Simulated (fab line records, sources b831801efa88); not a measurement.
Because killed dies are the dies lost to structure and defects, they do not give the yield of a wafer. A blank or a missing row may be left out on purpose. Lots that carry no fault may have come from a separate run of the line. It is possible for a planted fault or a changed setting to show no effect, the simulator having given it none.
What tool caused it? / flow sky130 / 12 lots, 36 wafers sampled, at 2 steps of a route of 708

## WHAT THE GAUGES READ, wafer by wafer
SKY_VT_ADJUST_HVTP_TW_MEAS_11.
lot=L075; measured=day 6 14:37; on=filmMetro-03; VT_ADJUST_HVTP_TW=1331 1336 1335
lot=L077; measured=day 6 22:32; on=filmMetro-02; VT_ADJUST_HVTP_TW=1356 1351 1351
lot=L079; measured=day 7 11:11; on=filmMetro-03; VT_ADJUST_HVTP_TW=1358 1354 1348
lot=L080; measured=day 8 00:38; on=filmMetro-02; VT_ADJUST_HVTP_TW=1336 1343 1348
lot=L083; measured=day 8 14:03; on=filmMetro-03; VT_ADJUST_HVTP_TW=1346 1358 1347
lot=L085; measured=day 9 01:26; on=filmMetro-01; VT_ADJUST_HVTP_TW=1345 1343 1339
lot=L087; measured=day 9 13:33; on=filmMetro-02; VT_ADJUST_HVTP_TW=1349 1349 1349
lot=L089; measured=day 10 03:37; on=filmMetro-03; VT_ADJUST_HVTP_TW=1354 1357 1350
lot=L091; measured=day 10 14:45; on=filmMetro-03; VT_ADJUST_HVTP_TW=1344 1354 1352
lot=L093; measured=day 11 03:51; on=filmMetro-02; VT_ADJUST_HVTP_TW=1345 1343 1349
lot=L095; measured=day 11 21:22; on=filmMetro-01; VT_ADJUST_HVTP_TW=1347 1348 1351
lot=L097; measured=day 12 09:08; on=filmMetro-03; VT_ADJUST_HVTP_TW=1346 1351 1346

## WHAT TOOL EACH LOT RAN ON (gives the tool, then ch and the chambers of the sampled wafers, and finally the start)
lot=L075; SKY_DNWELL_STRIP_08=plasmaAsher-01 ch 0, day 3 14:42
lot=L077; SKY_DNWELL_STRIP_08=plasmaAsher-03 ch 1, day 3 21:33
lot=L079; SKY_DNWELL_STRIP_08=plasmaAsher-04 ch 0,1, day 4 07:57
lot=L080; SKY_DNWELL_STRIP_08=plasmaAsher-01 ch 0,1, day 4 19:49
lot=L083; SKY_DNWELL_STRIP_08=plasmaAsher-01 ch 0,1, day 5 06:39
lot=L085; SKY_DNWELL_STRIP_08=plasmaAsher-01 ch 0,1, day 5 16:54
lot=L087; SKY_DNWELL_STRIP_08=plasmaAsher-01 ch 0,1, day 6 03:02
lot=L089; SKY_DNWELL_STRIP_08=plasmaAsher-04 ch 0,1, day 6 14:47
lot=L091; SKY_DNWELL_STRIP_08=plasmaAsher-01 ch 0,1, day 7 00:24
lot=L093; SKY_DNWELL_STRIP_08=plasmaAsher-04 ch 0,1, day 7 11:21
lot=L095; SKY_DNWELL_STRIP_08=plasmaAsher-01 ch 0,1, day 8 01:59
lot=L097; SKY_DNWELL_STRIP_08=plasmaAsher-03 ch 0,1, day 8 11:58
- SKY_DNWELL_STRIP_08: strips in O2/N2.

## THE ANSWER, worked out from the rows above alone
Rule: usual is defined by the lots themselves. Put in order of their means at a reading, lots are off if they are a third of the lots or fewer, leave a main group of 4 or more, and stand apart from it by a gap of 3 or more times the standard deviation of the main group's means; of several such gaps the widest counts. A main group whose means are all the same, to the digits that the tables above print for the reading, isn't used. Also off: a lot with no number at a reading for which 4 or more lots have one. Any other lot the step has rows for is counted as sound.
No lot is off at any reading shown: from this, nothing can be told.

## WHAT WAS PUT IN BY THE SIMULATOR
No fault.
